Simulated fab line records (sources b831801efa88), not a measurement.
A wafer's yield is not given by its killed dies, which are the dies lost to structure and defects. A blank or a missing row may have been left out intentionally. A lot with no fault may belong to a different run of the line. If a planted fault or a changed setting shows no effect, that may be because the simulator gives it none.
A struck lot beside a sound one    flow sky130    19 steps out of a route of 708
Sound: wafers L472.4, L472.5, L472.6. Struck: wafer L482.5. The cause comes at the end.
At each step with rows: each side's tool, then ch and its chambers, then its first start. Under that, the readings that differ: sound wafers    struck wafers    difference of the means    sigmas: that difference in standard deviations of wafers without a fault.
alike: readings with means less than 2 such deviations apart, plus words and numbers identical on both sides. not compared: withheld readings, readings lacking a value on some wafer, bounds such as >300 that could conceal the same value, and numbers that have no deviation in the record and whose values overlap.
A row with sigmas, a row that says differs or no value, or rows on one side alone: a step with any of these is where the two part. Numbers that don't overlap but have no deviation are shown without sigmas and don't part them. A reading that every wafer of one side lacks parts them only if that side has two wafers or more.

first, 6 steps without rows for these wafers: SKY_CONTACT_ETCH_18 (etches Si3N4 in CHF3/O2, stops on TiN, time 39 s, target depth 75 nm); SKY_CONTACT_STRIP_19 (strips in O2/N2); SKY_CONTACT_STRIP_20 (strips in post etch residue remover, time 1200 s); SKY_CONTACT_CLEAN_21 (cleans in IPA, time 180 s); SKY_CONTACT_CLEAN_22 (cleans in O3/DIW); SKY_CONTACT_SPUTTER_23 (material TiN, target thk 20 nm, time 80 s).
SKY_CONTACT_CVD_24: deposits W, target thk 340 nm, time 102.12 s.
  sound on cvd-w-01 ch 0,1, day 34 15:13; struck on cvd-w-01 ch 0, day 37 15:45
  alike: heater-power-w
SKY_CONTACT_RS_MEAS_25: the measuring method here is four-point-probe.
  sound: film-metro-04 at day 34 15:22; struck: film-metro-04 at day 37 15:52
  alike: CONTACT_W_RS
SKY_CONTACT_THK_MEAS_26: measures by xrf.
  sound: film-metro-04 at day 34 15:27; struck: film-metro-04 at day 37 15:56
  alike: CONTACT_W_THK
SKY_CONTACT_CMP_27: polishes, stops on SiO2, t overpolish 15 s, target thk 0 nm.
  sound on cmp-02 ch 0,2,3, day 34 15:38; struck on cmp-01 ch 0, day 37 16:10
reading              sound          struck  difference  sigmas
motor-current-A (A)  11.7 11.4 8.9  14.0    +3.3        +3
  alike: edge-zone-pressure-frac, overpolish-run-s, time-to-endpoint-s
SKY_METAL1_SPUTTER_00: material Ti, target thk 15 nm, time 10 s.
  sound: pvd-sputter-03 at day 34 15:47; struck: pvd-sputter-02 at day 37 16:16
  alike: chamber-pressure-pa, throttle-valve-pct
then, 1 step without rows for these wafers: SKY_METAL1_SPUTTER_01 (material TiN, target thk 20 nm, time 16.7 s).
SKY_METAL1_SPUTTER_02: material AlCu, target thk 250 nm, time 13.3 s.
  sound: pvd-sputter-03 at day 34 15:50; struck: pvd-sputter-02 at day 37 16:19
reading                                      sound              struck  difference  sigmas
model.AlCu_of_METAL1_SPUTTER_02.thk-nm (nm)  245.1 247.6 250.5  232.4   -15.3       
  alike: chamber-pressure-pa, throttle-valve-pct
SKY_METAL1_SPUTTER_03: material Ti, target thk 5 nm, time 3.3 s.
  sound: pvd-sputter-03 at day 34 15:52; struck: pvd-sputter-02 at day 37 16:21
reading                   sound                 struck  difference  sigmas
chamber-pressure-pa (Pa)  0.3987 0.4000 0.3983  0.4012  +0.0022     +3
  alike: throttle-valve-pct
SKY_METAL1_SPUTTER_04: material TiN, target thk 70 nm, time 58.3 s.
  sound: pvd-sputter-03 at day 34 15:53; struck: pvd-sputter-02 at day 37 16:23
reading                   sound                 struck  difference  sigmas
chamber-pressure-pa (Pa)  0.3993 0.4014 0.4006  0.3984  -0.0020     -3
  alike: throttle-valve-pct
SKY_METAL1_RS_MEAS_05: the measuring method here is four-point-probe.
  sound: film-metro-02 at day 34 15:59; struck: film-metro-03 at day 37 16:29
reading                  sound                 struck  difference  sigmas
METAL1_ALCU_RS (ohm/sq)  0.1292 0.1279 0.1263  0.1370  +0.0092     +4
SKY_METAL1_THK_MEAS_06: measures by xrf.
  sound: film-metro-02 at day 34 16:04; struck: film-metro-03 at day 37 16:34
reading               sound        struck  difference  sigmas
METAL1_ALCU_THK (nm)  245 249 250  234     -14         -3
then, 1 step without rows for these wafers: SKY_METAL1_DEHYDRATE_07 (time 60 s).
-- the record jumps here: 13 days lie between the struck wafers' starts before and after (it left off in module METAL1 and takes up again in module PAD_OPEN, whose first step shown is number 708 of the route) --
SKY_PAD_OPEN_PROBE_99:
  sound: prober-01 at day 48 10:21; struck: prober-02 at day 50 14:07
reading                       sound                 struck  difference  sigmas
killed-at-contacts            16 17 22              33      +15         +3
killed-dies                   72 79 71              95      +21         +2
killed-open                   36 44 34              54      +16         +2
model.etest.met1.line-ohm-um  0.9347 0.9063 0.9063  1.003   +0.087      
model.etest.met1.rs-ohm-sq    0.1321 0.1304 0.1275  0.1379  +0.0079     
  alike: killed_at_M0_to_M3, killed_at_M4_up, killed-at-front-end, killed-at-other, killed-short

== WHERE THEY PART ==
At SKY_CONTACT_CMP_27 first; at SKY_PAD_OPEN_PROBE_99 last (within this record only).

WHY: what the simulator had put in
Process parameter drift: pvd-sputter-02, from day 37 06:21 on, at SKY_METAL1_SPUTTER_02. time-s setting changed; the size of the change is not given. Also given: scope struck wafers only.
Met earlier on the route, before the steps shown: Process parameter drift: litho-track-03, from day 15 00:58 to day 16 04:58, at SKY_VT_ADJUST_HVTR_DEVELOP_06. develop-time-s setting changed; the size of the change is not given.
